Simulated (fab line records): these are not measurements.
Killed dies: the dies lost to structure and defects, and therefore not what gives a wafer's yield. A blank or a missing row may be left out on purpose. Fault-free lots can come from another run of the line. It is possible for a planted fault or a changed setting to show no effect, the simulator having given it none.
Problem report in the 8D (eight disciplines) form, filled by code / flow sky130 / the parts of the form that need people (team, actions taken, sign-off) are left out

== 1. WHAT WENT WRONG ==
At SKY_CAP2M_SOFTBAKE_08, heater power total W averages 57.45 W over 9 wafers from 3 lots, while fault-free wafers read 56.59 W, standard deviation 0.05. That is +17 standard deviations from the usual mean.
The step: time 60 s.
First observed at day 44 13:07: wafer L954.1, on litho track-03. The record holds 36 wafers of 12 lots with a number at this step. By rule, "out" or "out of limits" means more than 4 standard deviations away from the usual mean. The other wafers with a number count as sound.

== 2. WHAT IT IS; WHAT IT IS NOT ==
question=which readings at this step | is=heater power total W, plate temp C | is not=-
question=which lots | is=L954, L957, L958 | is not=L950, L959, L962, L963, L965, L967, L969, L971, L973
question=which wafers of those lots | is=all that have a number | is not=-
question=read on which tools | is=litho track-03 | is not=litho track-01, litho track-02
question=when | is=from day 44 13:07 | is not=up to then (3 sound wafers); but 24 sound wafers of L959, L962, L963, L965, L967, L969, L971, L973 came after

== 3. THE SUSPECTS, EACH WITH WHAT RULES IT OUT ==
Counting: a tool at a process step up to the reading stays a suspect if it ran every lot that is out and no sound lot after the first of them.
- pvd sputter-01 at SKY_METAL4_SPUTTER_04 (material TiN, target thk 70 nm, time 58.3 s): ruled out as a lasting fault. Sound lots L959, L963, L965, L969, L971 ran on it after its first lot that is out, L954 (day 44 02:29).
- litho track-03 at SKY_CAP2M_SOFTBAKE_08 (time 60 s): kept. It ran every lot that is out, first L954 (day 44 13:07), and no sound lot after that. Out on those wafers are its own readings of heater power total W, plate temp C.
After counting, what remains is litho track-03 at SKY_CAP2M_SOFTBAKE_08.

== 4. THE CAUSE (what the simulator had put in) ==
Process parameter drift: litho track-03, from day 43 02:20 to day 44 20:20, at SKY_CAP2M_SOFTBAKE_08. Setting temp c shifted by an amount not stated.
Counting left only this tool.

== 5. THE EFFECT CHAIN, in route order ==
Each row: a reading where the mean over the struck wafers with a number is more than 3 standard deviations away from the usual. Only readings whose record carries a usual standard deviation are examined. hours: median over the lots of the time between each lot's start at the first step of this table that gives one and its start at this step. sigmas: the change, counted in usual standard deviations.
hours=0; step=SKY_CAP2M_SOFTBAKE_08; reading=heater power total W; usual=56.59 W; on struck wafers=57.45; change=+0.86; sigmas=+17
hours=0; step=SKY_CAP2M_SOFTBAKE_08; reading=plate temp C; usual=90.00 C; on struck wafers=90.90; change=+0.90; sigmas=+7.5
The process steps in it:
- SKY_CAP2M_SOFTBAKE_08: time 60 s.

== 6. HOW IT WOULD HAVE BEEN CAUGHT EARLIER ==
In this record the first reading out of limits was taken at day 44 13:07, 35 hours after the fault began at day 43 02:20.
